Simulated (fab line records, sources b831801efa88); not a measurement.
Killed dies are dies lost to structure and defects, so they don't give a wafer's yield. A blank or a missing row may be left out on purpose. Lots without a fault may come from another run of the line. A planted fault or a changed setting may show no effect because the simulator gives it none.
Which tool did it? | flow gf180mcu | 14 lots, 42 wafers sampled, at 3 steps of a route of 602

WHAT THE GAUGES READ, wafer by wafer
GF_TOP_METAL_CD_MEAS_14: target cd 440 nm.
lot  | measured     | on        | cd_nm (nm)
L600 | day 28 02:50 | cd_sem-01 | 441.3 443.2 440.1
L601 | day 28 16:55 | cd_sem-02 | 439.1 438.2 437.8
L602 | day 28 20:02 | cd_sem-02 | 441.1 438.2 440.7
L604 | day 29 09:22 | cd_sem-01 | 440.5 440.0 442.2
L605 | day 29 17:26 | cd_sem-02 | 439.6 437.5 440.0
L606 | day 30 04:38 | cd_sem-01 | 440.2 439.1 438.9
L607 | day 30 14:10 | cd_sem-02 | 442.2 442.9 445.1
L611 | day 31 11:16 | cd_sem-02 | 440.9 440.5 440.1
L612 | day 31 15:49 | cd_sem-02 | 441.5 443.2 444.0
L616 | day 32 11:28 | cd_sem-01 | 440.5 443.6 441.0
L617 | day 32 16:14 | cd_sem-02 | 441.9 441.2 439.6
L619 | day 33 04:09 | cd_sem-02 | 439.5 441.1 439.6
L620 | day 33 12:04 | cd_sem-01 | 440.7 439.4 440.3
L623 | day 34 05:46 | cd_sem-02 | 444.2 443.6 443.4

WHICH TOOL RAN EACH LOT (tool, then ch and the chambers of the sampled wafers, then the start)
lot  | GF_STI_CVD_23                   | GF_V5_CVD_23
L600 | hdpcvd-01 ch 0,2, day 2 05:09   | cvd_w-01 ch 0, day 27 05:38
L601 | hdpcvd-01 ch 0,1, day 2 10:05   | cvd_w-02 ch 0,1, day 27 20:44
L602 | hdpcvd-01 ch 1,2, day 2 13:53   | cvd_w-02 ch 0,1, day 27 23:48
L604 | hdpcvd-02 ch 0,2, day 3 00:11   | cvd_w-01 ch 0,1, day 28 13:20
L605 | hdpcvd-01 ch 1,2, day 3 05:20   | cvd_w-01 ch 0, day 28 22:11
L606 | hdpcvd-01 ch 1,2, day 3 11:28   | cvd_w-02 ch 0,1, day 29 08:58
L607 | hdpcvd-01 ch 1,2, day 3 15:11   | cvd_w-01 ch 0,1, day 29 18:43
L611 | hdpcvd-02 ch 0,1,2, day 4 14:41 | cvd_w-02 ch 1, day 30 16:34
L612 | hdpcvd-02 ch 0,1, day 4 17:17   | cvd_w-02 ch 0,1, day 30 19:20
L616 | hdpcvd-02 ch 1,2, day 5 13:37   | cvd_w-01 ch 0,1, day 31 17:31
L617 | hdpcvd-01 ch 0,1, day 5 18:18   | cvd_w-01 ch 0,1, day 31 23:20
L619 | hdpcvd-01 ch 0,1,2, day 6 06:05 | cvd_w-02 ch 0,1, day 32 11:15
L620 | hdpcvd-01 ch 1,2, day 6 10:47   | cvd_w-02 ch 0,1, day 32 19:34
L623 | hdpcvd-01 ch 1,2, day 7 01:53   | cvd_w-02 ch 0,1, day 33 14:25
- GF_STI_CVD_23: deposits SiO2, target thk 650 nm, time 108.3 s.
- GF_V5_CVD_23: deposits W, target thk 350 nm, time 104.9 s.

WHAT THE TOOLS THEMSELVES READ (means of the sampled wafers that have a number; where no wafer has one, the mark that the record gives instead)
GF_V5_CVD_23.
lot  | tool     | heater_power_w (W)
L600 | cvd_w-01 | 702
L601 | cvd_w-02 | 1051
L602 | cvd_w-02 | 1028
L604 | cvd_w-01 | 711
L605 | cvd_w-01 | 714
L606 | cvd_w-02 | 1043
L607 | cvd_w-01 | 718
L611 | cvd_w-02 | 1073
L612 | cvd_w-02 | 1057
L616 | cvd_w-01 | 721
L617 | cvd_w-01 | 719
L619 | cvd_w-02 | 1028
L620 | cvd_w-02 | 1065
L623 | cvd_w-02 | 1062

THE ANSWER, worked out from the rows above alone
Rule: what is usual is taken from the lots themselves. Put in order of their means at a reading, lots are off if they are a third of the lots or fewer, leave a main group of 4 or more, and stand apart from it by a gap of 3 or more times the standard deviation of the main group's means; of several such gaps the widest counts. A main group whose means are all the same, to the digits that the tables above print for the reading, isn't used. A lot without any number at a reading at which 4 lots or more have one is off too. The other lots that the step has rows for count as sound. The gauges are gone through in route order, then the tools' own readings, and for those a lot's mean is taken as printed above. The first step at which some lot is off is used, and at that step the reading that is off furthest; a lot without a number counts as furthest.
No lot is off at any reading shown: from this, nothing can be told.

WHAT THE SIMULATOR HAD PUT IN
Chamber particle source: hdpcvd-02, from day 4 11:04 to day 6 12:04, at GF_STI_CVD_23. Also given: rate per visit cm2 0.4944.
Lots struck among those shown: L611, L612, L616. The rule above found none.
